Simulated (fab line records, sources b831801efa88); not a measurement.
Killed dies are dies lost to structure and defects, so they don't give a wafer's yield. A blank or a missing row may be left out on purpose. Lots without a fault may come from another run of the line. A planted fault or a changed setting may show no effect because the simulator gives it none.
One fault seen from 2 desks | flow sfq_line | each desk has only its own numbers; what lay behind them comes last

THE METROLOGY DESK
What the gauges read, lot by lot, whatever tool the lot ran on: means of the sampled wafers that have a number. A lot is out of limits, marked OUT, if its mean lies more than 4 standard deviations from the usual mean; the brackets give that distance.
Columns: A = M6_NB_RS at SFQ_M6_RS_MEAS_938, usual 0.885 ohm/sq; B = M6_OVL at SFQ_M6_OVL_MEAS_940, usual 1 nm
lot  | first seen here | A     | B
L335 | day 62 19:40    | 0.879 | 2
L336 | day 62 22:04    | 0.880 | 3
L337 | day 63 04:02    | 0.890 | -1
L338 | day 63 20:43    | 0.872 | -4
L339 | day 64 02:13    | 0.884 | -4
L340 | day 64 16:02    | 0.881 | -2
L341 | day 65 12:27    | 0.879 | -2
L344 | day 66 18:16    | 0.876 | -5
L345 | day 70 23:10    | 0.885 | -0
L346 | day 71 12:22    | 0.882 | 8
L348 | day 71 19:33    | 0.875 | 3
L349 | day 71 23:10    | 0.883 | 8
L350 | day 72 00:59    | 0.887 | -4
L351 | day 72 02:47    | 0.894 | 7
L352 | day 72 06:07    | 0.889 | 0
This desk's finding: nothing out of limits on any of the 15 lots.

THE TOOL OWNER'S DESK: rie_metal-01
The tool's own readings at SFQ_TRILAYER_M7_BARC_OPEN_METAL_ETCH_229 (etches BARC in O2, target depth 125 nm, time 41.7 s): means of the sampled wafers that have a number, for each lot that ran on this tool. A lot is out of limits, marked OUT, if its mean lies more than 4 standard deviations from the usual mean; the brackets give that distance.
Columns: A = drypump_motor_current_A at SFQ_TRILAYER_M7_BARC_OPEN_METAL_ETCH_229, usual 5.34 A; B = oes_product_au at SFQ_TRILAYER_M7_BARC_OPEN_METAL_ETCH_229, usual 0.682 a.u.; C = rf_fwd_power_W at SFQ_TRILAYER_M7_BARC_OPEN_METAL_ETCH_229, usual 594 W
lot  | first seen here | A    | B     | C
L335 | day 68 06:49    | 5.35 | 0.677 | 596
L337 | day 68 17:35    | 5.36 | 0.685 | 594
L338 | day 69 08:01    | 5.20 | 0.683 | 595
L346 | day 78 17:26    | 5.63 | 0.683 | 597
L349 | day 79 04:14    | 5.34 | 0.679 | 692 (+30) OUT
L351 | day 79 09:04    | 5.46 | 0.683 | 690 (+29) OUT
L352 | day 79 14:17    | 5.34 | 0.682 | 691 (+29) OUT
This desk's finding: out of limits on L349, L351, L352; first on L349, day 79 04:14 (rf_fwd_power_W at SFQ_TRILAYER_M7_BARC_OPEN_METAL_ETCH_229). In limits: L335, L337, L338, L346.

PUT TOGETHER
The tool owner's desk could have raised an alarm at day 79 04:14, on L349, L351, L352.
The metrology desk saw nothing out of limits.
The metrology desk has L349, L351, L352 on record, within its limits.
Of the lots named, all ran SFQ_TRILAYER_M7_BARC_OPEN_METAL_ETCH_229 on rie_metal-01.

WHAT THE SIMULATOR HAD PUT IN
Process parameter drift: rie_metal-01, from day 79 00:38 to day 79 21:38, at SFQ_TRILAYER_M7_BARC_OPEN_METAL_ETCH_229. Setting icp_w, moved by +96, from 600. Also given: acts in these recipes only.
Lots struck among those shown: L349, L351, L352.
Hours from the fault's start to each desk's first reading out of limits: the tool owner's desk, 4.
